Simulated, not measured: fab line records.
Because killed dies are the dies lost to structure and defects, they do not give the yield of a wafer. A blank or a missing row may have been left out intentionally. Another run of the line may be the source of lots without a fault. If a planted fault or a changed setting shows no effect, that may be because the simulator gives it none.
What tool caused it? :: flow gf180mcu :: 33 wafers from 11 lots sampled at 5 of the route's 602 steps

WHAT THE GAUGES READ, wafer by wafer
GF_M3_RS_MEAS_05: uses a four-point probe to measure.
lot: L196
measured: day 20 19:34
on: film-metro-02
M3_ALCU_RS (ohm/sq): 0.0707 0.0710 0.0697

lot: L198
measured: day 21 10:07
on: film-metro-01
M3_ALCU_RS (ohm/sq): 0.0701 0.0691 0.0704

lot: L199
measured: day 21 18:34
on: film-metro-03
M3_ALCU_RS (ohm/sq): 0.0723 0.0708 0.0703

lot: L202
measured: day 22 22:08
on: film-metro-03
M3_ALCU_RS (ohm/sq): 0.0693 0.0704 0.0692 0.0693 0.0704 0.0692

lot: L203
measured: day 23 02:53
on: film-metro-01
M3_ALCU_RS (ohm/sq): 0.0709 0.0711 0.0708 0.0710 0.0711 0.0708

lot: L211
measured: day 25 23:17
on: film-metro-03
M3_ALCU_RS (ohm/sq): 0.0708 0.0709 0.0705

lot: L212
measured: day 26 06:19
on: film-metro-01
M3_ALCU_RS (ohm/sq): 0.0701 0.0703 0.0702

lot: L213
measured: day 26 14:05
on: film-metro-02
M3_ALCU_RS (ohm/sq): 0.0703 0.0699 0.0697

lot: L214
measured: day 27 07:45
on: film-metro-01
M3_ALCU_RS (ohm/sq): 0.0694 0.0693 0.0688

lot: L217
measured: day 27 19:11
on: film-metro-01
M3_ALCU_RS (ohm/sq): 0.0686 0.0686 0.0687

lot: L218
measured: day 28 02:01
on: film-metro-02
M3_ALCU_RS (ohm/sq): 0.0690 0.0693 0.0690

GF_M3_CD_MEAS_14: the cd target is 280 nm.
lot: L196
measured: day 21 20:06
on: cd-sem-02
cd-nm (nm): 278.8 278.1 279.7

lot: L198
measured: day 22 09:29
on: cd-sem-01
cd-nm (nm): 278.9 280.4 279.7

lot: L199
measured: day 22 17:48
on: cd-sem-01
cd-nm (nm): 279.7 279.7 279.8

lot: L202
measured: day 23 20:28
on: cd-sem-01
cd-nm (nm): 281.4 279.7 282.0

lot: L203
measured: day 24 01:01
on: cd-sem-02
cd-nm (nm): 279.8 280.7 280.1

lot: L211
measured: day 26 19:47
on: cd-sem-01
cd-nm (nm): 281.2 280.5 282.2

lot: L212
measured: day 27 02:55
on: cd-sem-02
cd-nm (nm): 278.5 279.0 278.8

lot: L213
measured: day 27 10:44
on: cd-sem-02
cd-nm (nm): 279.9 279.1 279.7

lot: L214
measured: day 28 03:01
on: cd-sem-02
cd-nm (nm): 279.2 279.6 279.7

lot: L217
measured: day 28 14:12
on: cd-sem-02
cd-nm (nm): 281.4 280.8 281.9

lot: L218
measured: day 28 21:08
on: cd-sem-02
cd-nm (nm): 278.8 279.9 277.8

WHAT TOOL EACH LOT RAN ON (gives the tool, then ch and the chambers of the sampled wafers, and finally the start)
lot: L196
GF_V2_SPUTTER_21: pvd-sputter-04, day 20 18:37
GF_M3_SPUTTER_00: pvd-sputter-03, day 20 19:19
GF_M3_SPUTTER_01: pvd-sputter-03, day 20 19:25

lot: L198
GF_V2_SPUTTER_21: pvd-sputter-04, day 21 09:11
GF_M3_SPUTTER_00: pvd-sputter-03, day 21 09:53
GF_M3_SPUTTER_01: pvd-sputter-03, day 21 09:59

lot: L199
GF_V2_SPUTTER_21: pvd-sputter-02, day 21 17:38
GF_M3_SPUTTER_00: pvd-sputter-04, day 21 18:20
GF_M3_SPUTTER_01: pvd-sputter-04, day 21 18:26

lot: L202
GF_V2_SPUTTER_21: pvd-sputter-03, day 22 21:11
GF_M3_SPUTTER_00: pvd-sputter-04, day 22 21:53
GF_M3_SPUTTER_01: pvd-sputter-04, day 22 21:59

lot: L203
GF_V2_SPUTTER_21: pvd-sputter-04, day 23 01:58
GF_M3_SPUTTER_00: pvd-sputter-03, day 23 02:39
GF_M3_SPUTTER_01: pvd-sputter-03, day 23 02:45

lot: L211
GF_V2_SPUTTER_21: pvd-sputter-04, day 25 22:21
GF_M3_SPUTTER_00: pvd-sputter-01, day 25 23:02
GF_M3_SPUTTER_01: pvd-sputter-01, day 25 23:08

lot: L212
GF_V2_SPUTTER_21: pvd-sputter-03, day 26 05:24
GF_M3_SPUTTER_00: pvd-sputter-04, day 26 06:05
GF_M3_SPUTTER_01: pvd-sputter-04, day 26 06:11

lot: L213
GF_V2_SPUTTER_21: pvd-sputter-03, day 26 13:09
GF_M3_SPUTTER_00: pvd-sputter-03, day 26 13:50
GF_M3_SPUTTER_01: pvd-sputter-03, day 26 13:56

lot: L214
GF_V2_SPUTTER_21: pvd-sputter-04, day 27 06:47
GF_M3_SPUTTER_00: pvd-sputter-04, day 27 07:29
GF_M3_SPUTTER_01: pvd-sputter-04, day 27 07:35

lot: L217
GF_V2_SPUTTER_21: pvd-sputter-04, day 27 18:16
GF_M3_SPUTTER_00: pvd-sputter-04, day 27 18:57
GF_M3_SPUTTER_01: pvd-sputter-04, day 27 19:03

lot: L218
GF_V2_SPUTTER_21: pvd-sputter-02, day 28 01:05
GF_M3_SPUTTER_00: pvd-sputter-04, day 28 01:47
GF_M3_SPUTTER_01: pvd-sputter-04, day 28 01:53
- GF_V2_SPUTTER_21: material Ti, target thk 15 nm, time 80.02 s.
- GF_M3_SPUTTER_00: material Ti, target thk 37.5 nm, time 150 s.
- GF_M3_SPUTTER_01: material TiN, target thk 30 nm, time 25 s.

WHAT THE TOOLS THEMSELVES READ (means of the sampled wafers that have a number; where no wafer has one, the mark that the record gives instead)
GF_V2_SPUTTER_21.
lot: L196
tool: pvd-sputter-04
cathode-dc-power-W (W): 2499.9
chamber-pressure-pa (Pa): 5.000
throttle-valve-pct (%): 31.2

lot: L198
tool: pvd-sputter-04
cathode-dc-power-W (W): 2500.1
chamber-pressure-pa (Pa): 4.985
throttle-valve-pct (%): 30.8

lot: L199
tool: pvd-sputter-02
cathode-dc-power-W (W): 2500.2
chamber-pressure-pa (Pa): 5.003
throttle-valve-pct (%): 29.8

lot: L202
tool: pvd-sputter-03
cathode-dc-power-W (W): 2500.2
chamber-pressure-pa (Pa): 5.006
throttle-valve-pct (%): 30.3

lot: L203
tool: pvd-sputter-04
cathode-dc-power-W (W): 2500.2
chamber-pressure-pa (Pa): 4.996
throttle-valve-pct (%): 31.0

lot: L211
tool: pvd-sputter-04
cathode-dc-power-W (W): 2500.0
chamber-pressure-pa (Pa): 5.004
throttle-valve-pct (%): 30.9

lot: L212
tool: pvd-sputter-03
cathode-dc-power-W (W): 2499.8
chamber-pressure-pa (Pa): 4.997
throttle-valve-pct (%): 30.6

lot: L213
tool: pvd-sputter-03
cathode-dc-power-W (W): 2500.2
chamber-pressure-pa (Pa): 4.993
throttle-valve-pct (%): 30.7

lot: L214
tool: pvd-sputter-04
cathode-dc-power-W (W): 2499.8
chamber-pressure-pa (Pa): 4.999
throttle-valve-pct (%): 30.9

lot: L217
tool: pvd-sputter-04
cathode-dc-power-W (W): 2499.8
chamber-pressure-pa (Pa): 4.997
throttle-valve-pct (%): 31.0

lot: L218
tool: pvd-sputter-02
cathode-dc-power-W (W): 2500.1
chamber-pressure-pa (Pa): 4.994
throttle-valve-pct (%): 29.7

GF_M3_SPUTTER_00.
lot: L196
tool: pvd-sputter-03
cathode-dc-power-W (W): 3999.9
chamber-pressure-pa (Pa): 1.998
throttle-valve-pct (%): 30.3

lot: L198
tool: pvd-sputter-03
cathode-dc-power-W (W): 3999.8
chamber-pressure-pa (Pa): 1.999
throttle-valve-pct (%): 30.4

lot: L199
tool: pvd-sputter-04
cathode-dc-power-W (W): 4000.4
chamber-pressure-pa (Pa): 1.998
throttle-valve-pct (%): 31.0

lot: L202
tool: pvd-sputter-04
cathode-dc-power-W (W): 4000.4
chamber-pressure-pa (Pa): 1.999
throttle-valve-pct (%): 30.8

lot: L203
tool: pvd-sputter-03
cathode-dc-power-W (W): 3999.4
chamber-pressure-pa (Pa): 1.998
throttle-valve-pct (%): 30.6

lot: L211
tool: pvd-sputter-01
cathode-dc-power-W (W): 3999.9
chamber-pressure-pa (Pa): 1.998
throttle-valve-pct (%): 30.5

lot: L212
tool: pvd-sputter-04
cathode-dc-power-W (W): 3999.9
chamber-pressure-pa (Pa): 1.999
throttle-valve-pct (%): 31.0

lot: L213
tool: pvd-sputter-03
cathode-dc-power-W (W): 4000.1
chamber-pressure-pa (Pa): 2.000
throttle-valve-pct (%): 30.7

lot: L214
tool: pvd-sputter-04
cathode-dc-power-W (W): 4000.3
chamber-pressure-pa (Pa): 2.002
throttle-valve-pct (%): 30.8

lot: L217
tool: pvd-sputter-04
cathode-dc-power-W (W): 4000.0
chamber-pressure-pa (Pa): 2.004
throttle-valve-pct (%): 31.0

lot: L218
tool: pvd-sputter-04
cathode-dc-power-W (W): 4000.9
chamber-pressure-pa (Pa): 2.003
throttle-valve-pct (%): 31.1

GF_M3_SPUTTER_01.
lot: L196
tool: pvd-sputter-03
cathode-dc-power-W (W): 6500.5
chamber-pressure-pa (Pa): 0.4002
throttle-valve-pct (%): 30.3

lot: L198
tool: pvd-sputter-03
cathode-dc-power-W (W): 6498.8
chamber-pressure-pa (Pa): 0.3995
throttle-valve-pct (%): 30.4

lot: L199
tool: pvd-sputter-04
cathode-dc-power-W (W): 6499.8
chamber-pressure-pa (Pa): 0.4003
throttle-valve-pct (%): 31.0

lot: L202
tool: pvd-sputter-04
cathode-dc-power-W (W): -
chamber-pressure-pa (Pa): -
throttle-valve-pct (%): -

lot: L203
tool: pvd-sputter-03
cathode-dc-power-W (W): -
chamber-pressure-pa (Pa): -
throttle-valve-pct (%): -

lot: L211
tool: pvd-sputter-01
cathode-dc-power-W (W): 6499.6
chamber-pressure-pa (Pa): 0.4002
throttle-valve-pct (%): 30.5

lot: L212
tool: pvd-sputter-04
cathode-dc-power-W (W): 6500.3
chamber-pressure-pa (Pa): 0.3991
throttle-valve-pct (%): 31.0

lot: L213
tool: pvd-sputter-03
cathode-dc-power-W (W): 6498.8
chamber-pressure-pa (Pa): 0.3995
throttle-valve-pct (%): 30.8

lot: L214
tool: pvd-sputter-04
cathode-dc-power-W (W): 6499.8
chamber-pressure-pa (Pa): 0.3995
throttle-valve-pct (%): 30.8

lot: L217
tool: pvd-sputter-04
cathode-dc-power-W (W): 6500.7
chamber-pressure-pa (Pa): 0.4006
throttle-valve-pct (%): 31.0

lot: L218
tool: pvd-sputter-04
cathode-dc-power-W (W): 6500.1
chamber-pressure-pa (Pa): 0.4002
throttle-valve-pct (%): 31.0

THE ANSWER, worked out from the rows above alone
Rule: usual is defined by the lots themselves. The widest of any qualifying gaps counts: lots, ordered by their means at a reading, are off when they make up no more than a third of the lots, leave a main group of 4 or more, and stand apart from it by 3 or more times the standard deviation of that group's means. If all means in a main group match to the digits the tables above print for the reading, that group is not used. Also off: a lot with no number at a reading for which 4 or more lots have one. Any other lot the step has rows for is counted as sound. First the gauges in route order, then the tools' own readings, where a lot's mean is used as printed above. At the first step where some lot is off, the reading lying furthest off is the one used; lots without a number count as furthest.
Off at GF_M3_SPUTTER_01 (cathode-dc-power-W): L202, L203. Without a number there: L202, L203. The main group has a mean of 6499.8 W with a standard deviation of 0.64.
If a tool, at that step or one of the process steps before it, ran each lot that is off and ran no sound lot following the first of them, it fits. No candidate that was tried fits.

WHAT WAS PUT IN BY THE SIMULATOR
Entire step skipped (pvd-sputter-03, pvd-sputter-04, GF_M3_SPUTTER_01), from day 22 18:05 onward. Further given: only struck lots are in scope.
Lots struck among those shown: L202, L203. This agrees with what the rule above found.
